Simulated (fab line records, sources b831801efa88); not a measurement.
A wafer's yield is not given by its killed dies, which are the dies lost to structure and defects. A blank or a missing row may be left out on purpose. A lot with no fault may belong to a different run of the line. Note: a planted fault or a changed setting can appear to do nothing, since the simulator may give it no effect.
Which tool is to blame? / flow sky130 / 24 lots with 72 wafers sampled at 6 steps, on a route of 708 steps

WHAT THE GAUGES SHOWED, per wafer
SKY_POLY_CUT_OVL_MEAS_09. Usual: for POLY_CUT_OVL the level is 0 nm and the standard deviation is 5.4.
lot=L074; measured=day 24 00:19; on=overlay-02; POLY_CUT_OVL (nm)=-1 -9 -8; flag=
lot=L076; measured=day 25 02:58; on=overlay-02; POLY_CUT_OVL (nm)=4 3 -9; flag=
lot=L075; measured=day 25 04:50; on=overlay-01; POLY_CUT_OVL (nm)=-2 1 -15; flag=
lot=L077; measured=day 25 10:31; on=overlay-02; POLY_CUT_OVL (nm)=12 3 4; flag=
lot=L078; measured=day 25 10:58; on=overlay-02; POLY_CUT_OVL (nm)=-3 -4 6; flag=
lot=L079; measured=day 26 02:15; on=overlay-02; POLY_CUT_OVL (nm)=11 9 8; flag=
lot=L080; measured=day 26 15:00; on=overlay-02; POLY_CUT_OVL (nm)=-1 0 8; flag=
lot=L081; measured=day 26 22:47; on=overlay-02; POLY_CUT_OVL (nm)=5 3 -3; flag=
lot=L082; measured=day 27 04:53; on=overlay-01; POLY_CUT_OVL (nm)=-5 8 -6; flag=
lot=L083; measured=day 27 17:39; on=overlay-02; POLY_CUT_OVL (nm)=-9 2 -3; flag=
lot=L084; measured=day 27 23:39; on=overlay-01; POLY_CUT_OVL (nm)=-2 -1 5; flag=
lot=L085; measured=day 28 14:28; on=overlay-02; POLY_CUT_OVL (nm)=-4 0 10; flag=
lot=L086; measured=day 28 21:50; on=overlay-02; POLY_CUT_OVL (nm)=-6 0 0; flag=
lot=L087; measured=day 29 00:21; on=overlay-01; POLY_CUT_OVL (nm)=13 3 6; flag=
lot=L088; measured=day 29 08:29; on=overlay-01; POLY_CUT_OVL (nm)=1 -2 -6; flag=
lot=L089; measured=day 29 11:38; on=overlay-02; POLY_CUT_OVL (nm)=4 2 -3; flag=
lot=L090; measured=day 30 00:35; on=overlay-01; POLY_CUT_OVL (nm)=5 4 0; flag=
lot=L092; measured=day 30 10:19; on=overlay-02; POLY_CUT_OVL (nm)=1 4 2; flag=
lot=L091; measured=day 30 12:57; on=overlay-01; POLY_CUT_OVL (nm)=7 -2 -2; flag=
lot=L093; measured=day 31 06:55; on=overlay-01; POLY_CUT_OVL (nm)=-1 -2 -11; flag=
lot=L095; measured=day 31 07:23; on=overlay-01; POLY_CUT_OVL (nm)=7 9 5; flag=
lot=L094; measured=day 31 16:19; on=overlay-01; POLY_CUT_OVL (nm)=-7 -9 -8; flag=
lot=L096; measured=day 31 23:55; on=overlay-01; POLY_CUT_OVL (nm)=-4 7 -3; flag=
lot=L097; measured=day 32 04:15; on=overlay-02; POLY_CUT_OVL (nm)=2 -5 -8; flag=

SKY_LI_CONTACT_BOW_MEAS_03. Usual: for LI_CONTACT_BOW the level is 55 um and the standard deviation is 6.8.
lot=L074; measured=day 27 17:34; on=film-metro-02; LI_CONTACT_BOW (um)=54 65 52; flag=
lot=L076; measured=day 28 18:48; on=film-metro-02; LI_CONTACT_BOW (um)=51 37 53; flag=
lot=L075; measured=day 28 21:42; on=film-metro-03; LI_CONTACT_BOW (um)=58 52 70; flag=
lot=L077; measured=day 29 02:32; on=film-metro-03; LI_CONTACT_BOW (um)=48 65 62; flag=
lot=L078; measured=day 29 03:19; on=film-metro-02; LI_CONTACT_BOW (um)=58 65 51; flag=
lot=L079; measured=day 29 18:37; on=film-metro-03; LI_CONTACT_BOW (um)=64 61 55; flag=
lot=L080; measured=day 30 06:16; on=film-metro-02; LI_CONTACT_BOW (um)=54 64 61; flag=
lot=L081; measured=day 30 13:32; on=film-metro-02; LI_CONTACT_BOW (um)=49 59 60; flag=
lot=L082; measured=day 30 19:23; on=film-metro-03; LI_CONTACT_BOW (um)=59 51 57; flag=
lot=L083; measured=day 31 08:08; on=film-metro-01; LI_CONTACT_BOW (um)=47 52 47; flag=
lot=L084; measured=day 31 13:54; on=film-metro-01; LI_CONTACT_BOW (um)=56 53 49; flag=
lot=L085; measured=day 32 03:46; on=film-metro-02; LI_CONTACT_BOW (um)=73 58 49; flag=
lot=L086; measured=day 32 11:23; on=film-metro-03; LI_CONTACT_BOW (um)=61 57 56; flag=
lot=L087; measured=day 32 13:31; on=film-metro-03; LI_CONTACT_BOW (um)=60 56 59; flag=
lot=L088; measured=day 32 20:50; on=film-metro-01; LI_CONTACT_BOW (um)=49 39 43; flag=
lot=L089; measured=day 33 00:10; on=film-metro-03; LI_CONTACT_BOW (um)=53 42 49; flag=
lot=L090; measured=day 33 11:26; on=film-metro-01; LI_CONTACT_BOW (um)=60 52 62; flag=
lot=L092; measured=day 33 20:34; on=film-metro-02; LI_CONTACT_BOW (um)=60 73 55; flag=
lot=L091; measured=day 34 00:58; on=film-metro-02; LI_CONTACT_BOW (um)=65 69 55; flag=
lot=L093; measured=day 34 16:45; on=film-metro-01; LI_CONTACT_BOW (um)=45 52 44; flag=
lot=L095; measured=day 34 17:37; on=film-metro-03; LI_CONTACT_BOW (um)=51 50 47; flag=
lot=L094; measured=day 35 03:00; on=film-metro-03; LI_CONTACT_BOW (um)=60 69 48; flag=
lot=L096; measured=day 35 09:26; on=film-metro-03; LI_CONTACT_BOW (um)=56 53 69; flag=
lot=L097; measured=day 35 12:53; on=film-metro-02; LI_CONTACT_BOW (um)=55 52 51; flag=

SKY_LOCAL_INTERCONNECT_OVL_MEAS_12. Usual: for LOCAL_INTERCONNECT_OVL the level is 0 nm and the standard deviation is 5.5.
lot=L074; measured=day 30 05:03; on=overlay-01; LOCAL_INTERCONNECT_OVL (nm)=-4 -9 -1; flag=
lot=L076; measured=day 31 03:56; on=overlay-02; LOCAL_INTERCONNECT_OVL (nm)=0 3 1; flag=
lot=L075; measured=day 31 07:02; on=overlay-02; LOCAL_INTERCONNECT_OVL (nm)=4 2 -3; flag=
lot=L077; measured=day 31 11:03; on=overlay-01; LOCAL_INTERCONNECT_OVL (nm)=-3 -4 1; flag=
lot=L078; measured=day 31 12:13; on=overlay-02; LOCAL_INTERCONNECT_OVL (nm)=3 -6 -5; flag=
lot=L079; measured=day 32 03:46; on=overlay-02; LOCAL_INTERCONNECT_OVL (nm)=-2 2 -5; flag=
lot=L080; measured=day 32 14:17; on=overlay-01; LOCAL_INTERCONNECT_OVL (nm)=-1 -7 -1; flag=
lot=L081; measured=day 32 21:21; on=overlay-02; LOCAL_INTERCONNECT_OVL (nm)=2 3 7; flag=
lot=L082; measured=day 33 03:40; on=overlay-01; LOCAL_INTERCONNECT_OVL (nm)=4 4 0; flag=
lot=L083; measured=day 33 16:25; on=overlay-02; LOCAL_INTERCONNECT_OVL (nm)=-8 0 2; flag=
lot=L084; measured=day 33 21:47; on=overlay-02; LOCAL_INTERCONNECT_OVL (nm)=6 2 10; flag=
lot=L085; measured=day 34 09:55; on=overlay-01; LOCAL_INTERCONNECT_OVL (nm)=5 0 9; flag=
lot=L086; measured=day 34 18:01; on=overlay-01; LOCAL_INTERCONNECT_OVL (nm)=-5 3 -6; flag=
lot=L087; measured=day 34 20:08; on=overlay-01; LOCAL_INTERCONNECT_OVL (nm)=2 3 2; flag=
lot=L088; measured=day 35 03:38; on=overlay-01; LOCAL_INTERCONNECT_OVL (nm)=-5 -6 -5; flag=
lot=L089; measured=day 35 06:42; on=overlay-01; LOCAL_INTERCONNECT_OVL (nm)=-3 -7 -2; flag=
lot=L090; measured=day 35 17:10; on=overlay-01; LOCAL_INTERCONNECT_OVL (nm)=-8 0 -6; flag=
lot=L092; measured=day 36 02:38; on=overlay-02; LOCAL_INTERCONNECT_OVL (nm)=-3 -4 -3; flag=
lot=L091; measured=day 36 07:33; on=overlay-02; LOCAL_INTERCONNECT_OVL (nm)=-9 0 2; flag=
lot=L093; measured=day 36 23:26; on=overlay-01; LOCAL_INTERCONNECT_OVL (nm)=2 3 2; flag=
lot=L095; measured=day 37 00:08; on=overlay-01; LOCAL_INTERCONNECT_OVL (nm)=7 -1 4; flag=
lot=L094; measured=day 37 10:42; on=overlay-01; LOCAL_INTERCONNECT_OVL (nm)=-1 4 1; flag=
lot=L096; measured=day 37 16:09; on=overlay-01; LOCAL_INTERCONNECT_OVL (nm)=-3 -6 -5; flag=
lot=L097; measured=day 37 19:57; on=overlay-01; LOCAL_INTERCONNECT_OVL (nm)=-11 -6 -15; flag=

SKY_CAP2M_THK_MEAS_01. Usual: for CAP2M_CVD_00_THK the level is 15.50 nm and the standard deviation is 0.21.
lot=L074; measured=day 39 12:01; on=film-metro-03; CAP2M_CVD_00_THK (nm)=15.18 15.28 15.37; flag=
lot=L076; measured=day 40 07:19; on=film-metro-01; CAP2M_CVD_00_THK (nm)=15.36 15.32 15.54; flag=
lot=L075; measured=day 40 14:43; on=film-metro-04; CAP2M_CVD_00_THK (nm)=15.27 15.90 15.38; flag=
lot=L077; measured=day 40 17:05; on=film-metro-03; CAP2M_CVD_00_THK (nm)=15.10 15.50 15.45; flag=
lot=L078; measured=day 40 17:13; on=film-metro-04; CAP2M_CVD_00_THK (nm)=15.21 15.29 15.42; flag=
lot=L079; measured=day 41 06:52; on=film-metro-04; CAP2M_CVD_00_THK (nm)=15.53 15.51 15.40; flag=
lot=L080; measured=day 41 17:16; on=film-metro-03; CAP2M_CVD_00_THK (nm)=15.58 15.67 15.73; flag=
lot=L081; measured=day 41 23:41; on=film-metro-04; CAP2M_CVD_00_THK (nm)=15.22 15.55 15.33; flag=
lot=L082; measured=day 42 04:38; on=film-metro-04; CAP2M_CVD_00_THK (nm)=15.55 15.76 15.84; flag=
lot=L083; measured=day 42 15:50; on=film-metro-04; CAP2M_CVD_00_THK (nm)=15.43 15.74 15.90; flag=
lot=L084; measured=day 42 23:23; on=film-metro-04; CAP2M_CVD_00_THK (nm)=15.32 15.77 15.82; flag=
lot=L085; measured=day 43 07:25; on=film-metro-04; CAP2M_CVD_00_THK (nm)=15.34 15.63 15.58; flag=
lot=L086; measured=day 43 17:10; on=film-metro-03; CAP2M_CVD_00_THK (nm)=15.36 15.46 15.77; flag=
lot=L087; measured=day 43 16:37; on=film-metro-04; CAP2M_CVD_00_THK (nm)=15.42 15.20 15.67; flag=
lot=L088; measured=day 44 00:05; on=film-metro-04; CAP2M_CVD_00_THK (nm)=15.31 15.56 15.48; flag=
lot=L089; measured=day 44 02:38; on=film-metro-01; CAP2M_CVD_00_THK (nm)=15.03 15.29 15.34; flag=
lot=L090; measured=day 44 13:07; on=film-metro-04; CAP2M_CVD_00_THK (nm)=15.45 15.56 15.29; flag=
lot=L092; measured=day 44 18:48; on=film-metro-01; CAP2M_CVD_00_THK (nm)=15.02 15.35 15.51; flag=
lot=L091; measured=day 45 00:19; on=film-metro-01; CAP2M_CVD_00_THK (nm)=15.29 15.31 15.62; flag=
lot=L093; measured=day 45 10:52; on=film-metro-01; CAP2M_CVD_00_THK (nm)=15.49 15.42 15.40; flag=
lot=L095; measured=day 45 12:47; on=film-metro-01; CAP2M_CVD_00_THK (nm)=15.57 15.81 15.65; flag=
lot=L094; measured=day 45 20:09; on=film-metro-04; CAP2M_CVD_00_THK (nm)=15.25 15.43 15.51; flag=
lot=L096; measured=day 46 02:04; on=film-metro-01; CAP2M_CVD_00_THK (nm)=15.09 15.43 15.51; flag=
lot=L097; measured=day 46 03:59; on=film-metro-01; CAP2M_CVD_00_THK (nm)=15.19 15.40 15.56; flag=

EACH LOT AND THE TOOL THAT RAN IT (in order: tool; ch and the chambers of the sampled wafers; start)
lot=L074; SKY_CONTACT_ETCH_16=rie-diel-01 ch 0,1, day 31 09:53; SKY_METAL3_SPUTTER_00=pvd-sputter-01, day 36 02:50
lot=L076; SKY_CONTACT_ETCH_16=rie-diel-03 ch 0,1,2, day 32 08:53; SKY_METAL3_SPUTTER_00=pvd-sputter-03, day 37 00:10
lot=L075; SKY_CONTACT_ETCH_16=rie-diel-01 ch 2,3, day 32 11:44; SKY_METAL3_SPUTTER_00=pvd-sputter-04, day 37 06:07
lot=L077; SKY_CONTACT_ETCH_16=rie-diel-03 ch 2,3, day 32 15:28; SKY_METAL3_SPUTTER_00=pvd-sputter-03, day 37 09:43
lot=L078; SKY_CONTACT_ETCH_16=rie-diel-02 ch 2,3, day 32 17:02; SKY_METAL3_SPUTTER_00=pvd-sputter-04, day 37 10:22
lot=L079; SKY_CONTACT_ETCH_16=rie-diel-03 ch 0,2, day 33 08:01; SKY_METAL3_SPUTTER_00=pvd-sputter-03, day 38 00:00
lot=L080; SKY_CONTACT_ETCH_16=rie-diel-01 ch 0,1,2, day 33 18:53; SKY_METAL3_SPUTTER_00=pvd-sputter-04, day 38 11:43
lot=L081; SKY_CONTACT_ETCH_16=rie-diel-02 ch 0,1, day 34 01:35; SKY_METAL3_SPUTTER_00=pvd-sputter-04, day 38 17:32
lot=L082; SKY_CONTACT_ETCH_16=rie-diel-01 ch 0,1,2, day 34 06:56; SKY_METAL3_SPUTTER_00=pvd-sputter-04, day 38 23:20
lot=L083; SKY_CONTACT_ETCH_16=rie-diel-03 ch 0,2, day 34 19:50; SKY_METAL3_SPUTTER_00=pvd-sputter-01, day 39 11:02
lot=L084; SKY_CONTACT_ETCH_16=rie-diel-01 ch 1,2,3, day 35 01:17; SKY_METAL3_SPUTTER_00=pvd-sputter-04, day 39 17:51
lot=L085; SKY_CONTACT_ETCH_16=rie-diel-01 ch 1,2,3, day 35 14:26; SKY_METAL3_SPUTTER_00=pvd-sputter-01, day 40 04:01
lot=L086; SKY_CONTACT_ETCH_16=rie-diel-02 ch 1,3, day 35 22:40; SKY_METAL3_SPUTTER_00=pvd-sputter-01, day 40 12:26
lot=L087; SKY_CONTACT_ETCH_16=rie-diel-03 ch 1,2,3, day 35 23:58; SKY_METAL3_SPUTTER_00=pvd-sputter-04, day 40 12:49
lot=L088; SKY_CONTACT_ETCH_16=rie-diel-02 ch 0,1, day 36 08:23; SKY_METAL3_SPUTTER_00=pvd-sputter-04, day 40 20:37
lot=L089; SKY_CONTACT_ETCH_16=rie-diel-01 ch 0,1,3, day 36 10:47; SKY_METAL3_SPUTTER_00=pvd-sputter-04, day 40 23:53
lot=L090; SKY_CONTACT_ETCH_16=rie-diel-02 ch 1,2,3, day 36 21:03; SKY_METAL3_SPUTTER_00=pvd-sputter-04, day 41 09:52
lot=L092; SKY_CONTACT_ETCH_16=rie-diel-03 ch 0,1,3, day 37 06:01; SKY_METAL3_SPUTTER_00=pvd-sputter-01, day 41 17:22
lot=L091; SKY_CONTACT_ETCH_16=rie-diel-01 ch 0,2,3, day 37 11:14; SKY_METAL3_SPUTTER_00=pvd-sputter-03, day 41 21:53
lot=L093; SKY_CONTACT_ETCH_16=rie-diel-01 ch 0,2,3, day 38 02:23; SKY_METAL3_SPUTTER_00=pvd-sputter-01, day 42 11:13
lot=L095; SKY_CONTACT_ETCH_16=rie-diel-02 ch 0,2, day 38 03:25; SKY_METAL3_SPUTTER_00=pvd-sputter-04, day 42 13:23
lot=L094; SKY_CONTACT_ETCH_16=rie-diel-03 ch 0,1,3, day 38 13:05; SKY_METAL3_SPUTTER_00=pvd-sputter-03, day 42 21:17
lot=L096; SKY_CONTACT_ETCH_16=rie-diel-02 ch 2,3, day 38 18:53; SKY_METAL3_SPUTTER_00=pvd-sputter-04, day 43 03:55
lot=L097; SKY_CONTACT_ETCH_16=rie-diel-03 ch 1,2,3, day 38 22:53; SKY_METAL3_SPUTTER_00=pvd-sputter-03, day 43 06:15
- SKY_CONTACT_ETCH_16: etches BARC in N2/H2, stops on SiO2, time 45.9 s, target depth 60 nm.
- SKY_METAL3_SPUTTER_00: material Ti, target thk 15 nm, time 10 s.

WHAT THE TOOLS THEMSELVES READ (means of the sampled wafers that have a number; where no wafer has one, the mark that the record gives instead)
SKY_CONTACT_ETCH_16. Usual: bias-w 100.05 W, standard deviation 0.28; drypump-motor-current-A 5.8 A, standard deviation 0.44; oes-product-au 0.855 a.u., standard deviation 0.0044; throttle-valve-pct 13.225 %, standard deviation 0.0085.
lot=L074; tool=rie-diel-01; bias-w (W)=99.99; drypump-motor-current-A (A)=6.4; oes-product-au (a.u.)=0.853; throttle-valve-pct (%)=13.220; flag=
lot=L076; tool=rie-diel-03; bias-w (W)=99.77; drypump-motor-current-A (A)=5.7; oes-product-au (a.u.)=0.853; throttle-valve-pct (%)=13.216; flag=
lot=L075; tool=rie-diel-01; bias-w (W)=100.08; drypump-motor-current-A (A)=5.7; oes-product-au (a.u.)=0.854; throttle-valve-pct (%)=13.221; flag=
lot=L077; tool=rie-diel-03; bias-w (W)=100.21; drypump-motor-current-A (A)=5.4; oes-product-au (a.u.)=0.858; throttle-valve-pct (%)=13.231; flag=
lot=L078; tool=rie-diel-02; bias-w (W)=99.79; drypump-motor-current-A (A)=5.5; oes-product-au (a.u.)=0.858; throttle-valve-pct (%)=13.228; flag=
lot=L079; tool=rie-diel-03; bias-w (W)=100.05; drypump-motor-current-A (A)=5.5; oes-product-au (a.u.)=0.853; throttle-valve-pct (%)=13.219; flag=
lot=L080; tool=rie-diel-01; bias-w (W)=100.16; drypump-motor-current-A (A)=6.1; oes-product-au (a.u.)=0.857; throttle-valve-pct (%)=13.228; flag=
lot=L081; tool=rie-diel-02; bias-w (W)=100.12; drypump-motor-current-A (A)=5.8; oes-product-au (a.u.)=0.855; throttle-valve-pct (%)=13.225; flag=
lot=L082; tool=rie-diel-01; bias-w (W)=100.20; drypump-motor-current-A (A)=6.1; oes-product-au (a.u.)=0.855; throttle-valve-pct (%)=13.229; flag=
lot=L083; tool=rie-diel-03; bias-w (W)=99.88; drypump-motor-current-A (A)=5.5; oes-product-au (a.u.)=0.853; throttle-valve-pct (%)=13.226; flag=
lot=L084; tool=rie-diel-01; bias-w (W)=100.02; drypump-motor-current-A (A)=6.1; oes-product-au (a.u.)=0.855; throttle-valve-pct (%)=13.218; flag=
lot=L085; tool=rie-diel-01; bias-w (W)=100.10; drypump-motor-current-A (A)=6.1; oes-product-au (a.u.)=0.854; throttle-valve-pct (%)=13.221; flag=
lot=L086; tool=rie-diel-02; bias-w (W)=100.22; drypump-motor-current-A (A)=5.6; oes-product-au (a.u.)=0.850; throttle-valve-pct (%)=13.227; flag=
lot=L087; tool=rie-diel-03; bias-w (W)=99.97; drypump-motor-current-A (A)=5.6; oes-product-au (a.u.)=0.856; throttle-valve-pct (%)=13.229; flag=
lot=L088; tool=rie-diel-02; bias-w (W)=100.25; drypump-motor-current-A (A)=5.8; oes-product-au (a.u.)=0.855; throttle-valve-pct (%)=13.219; flag=
lot=L089; tool=rie-diel-01; bias-w (W)=99.71; drypump-motor-current-A (A)=6.2; oes-product-au (a.u.)=0.855; throttle-valve-pct (%)=13.227; flag=
lot=L090; tool=rie-diel-02; bias-w (W)=100.12; drypump-motor-current-A (A)=5.5; oes-product-au (a.u.)=0.855; throttle-valve-pct (%)=13.235; flag=
lot=L092; tool=rie-diel-03; bias-w (W)=100.12; drypump-motor-current-A (A)=5.5; oes-product-au (a.u.)=0.857; throttle-valve-pct (%)=13.220; flag=
lot=L091; tool=rie-diel-01; bias-w (W)=100.07; drypump-motor-current-A (A)=5.9; oes-product-au (a.u.)=0.854; throttle-valve-pct (%)=13.224; flag=
lot=L093; tool=rie-diel-01; bias-w (W)=99.64; drypump-motor-current-A (A)=5.9; oes-product-au (a.u.)=0.857; throttle-valve-pct (%)=13.234; flag=
lot=L095; tool=rie-diel-02; bias-w (W)=100.25; drypump-motor-current-A (A)=5.7; oes-product-au (a.u.)=0.852; throttle-valve-pct (%)=13.229; flag=
lot=L094; tool=rie-diel-03; bias-w (W)=99.97; drypump-motor-current-A (A)=5.4; oes-product-au (a.u.)=0.851; throttle-valve-pct (%)=13.224; flag=
lot=L096; tool=rie-diel-02; bias-w (W)=100.42; drypump-motor-current-A (A)=5.5; oes-product-au (a.u.)=0.857; throttle-valve-pct (%)=13.215; flag=
lot=L097; tool=rie-diel-03; bias-w (W)=100.17; drypump-motor-current-A (A)=5.6; oes-product-au (a.u.)=0.856; throttle-valve-pct (%)=13.229; flag=

SKY_METAL3_SPUTTER_00. Usual: throttle-valve-pct at 30.1 %, with a standard deviation of 0.84.
lot=L074; tool=pvd-sputter-01; throttle-valve-pct (%)=30.3; flag=
lot=L076; tool=pvd-sputter-03; throttle-valve-pct (%)=29.9; flag=
lot=L075; tool=pvd-sputter-04; throttle-valve-pct (%)=30.7; flag=
lot=L077; tool=pvd-sputter-03; throttle-valve-pct (%)=30.1; flag=
lot=L078; tool=pvd-sputter-04; throttle-valve-pct (%)=30.3; flag=
lot=L079; tool=pvd-sputter-03; throttle-valve-pct (%)=29.8; flag=
lot=L080; tool=pvd-sputter-04; throttle-valve-pct (%)=30.2; flag=
lot=L081; tool=pvd-sputter-04; throttle-valve-pct (%)=30.7; flag=
lot=L082; tool=pvd-sputter-04; throttle-valve-pct (%)=30.7; flag=
lot=L083; tool=pvd-sputter-01; throttle-valve-pct (%)=29.4; flag=
lot=L084; tool=pvd-sputter-04; throttle-valve-pct (%)=30.1; flag=
lot=L085; tool=pvd-sputter-01; throttle-valve-pct (%)=29.4; flag=
lot=L086; tool=pvd-sputter-01; throttle-valve-pct (%)=30.3; flag=
lot=L087; tool=pvd-sputter-04; throttle-valve-pct (%)=30.5; flag=
lot=L088; tool=pvd-sputter-04; throttle-valve-pct (%)=30.6; flag=
lot=L089; tool=pvd-sputter-04; throttle-valve-pct (%)=30.5; flag=
lot=L090; tool=pvd-sputter-04; throttle-valve-pct (%)=30.1; flag=
lot=L092; tool=pvd-sputter-01; throttle-valve-pct (%)=30.9; flag=
lot=L091; tool=pvd-sputter-03; throttle-valve-pct (%)=30.2; flag=
lot=L093; tool=pvd-sputter-01; throttle-valve-pct (%)=30.4; flag=
lot=L095; tool=pvd-sputter-04; throttle-valve-pct (%)=30.1; flag=
lot=L094; tool=pvd-sputter-03; throttle-valve-pct (%)=29.3; flag=
lot=L096; tool=pvd-sputter-04; throttle-valve-pct (%)=30.1; flag=
lot=L097; tool=pvd-sputter-03; throttle-valve-pct (%)=29.8; flag=

THE ANSWER, worked out from the rows above alone
Rule: take the mean of a lot's wafers that have a number; if it is more than 3 standard deviations from the usual mean, the lot is off. A lot without any number at a reading at which 4 lots or more have one is off too. Where the step has rows for the other lots, those lots are counted as sound. The gauges are gone through in route order, then the tools' own readings, and for those a lot's mean is taken as printed above. At the first step where some lot is off, the reading lying furthest off is the one used; lots without a number count as furthest.
No lot is off at any reading shown: from this, nothing can be told.

WHAT WAS PUT IN BY THE SIMULATOR
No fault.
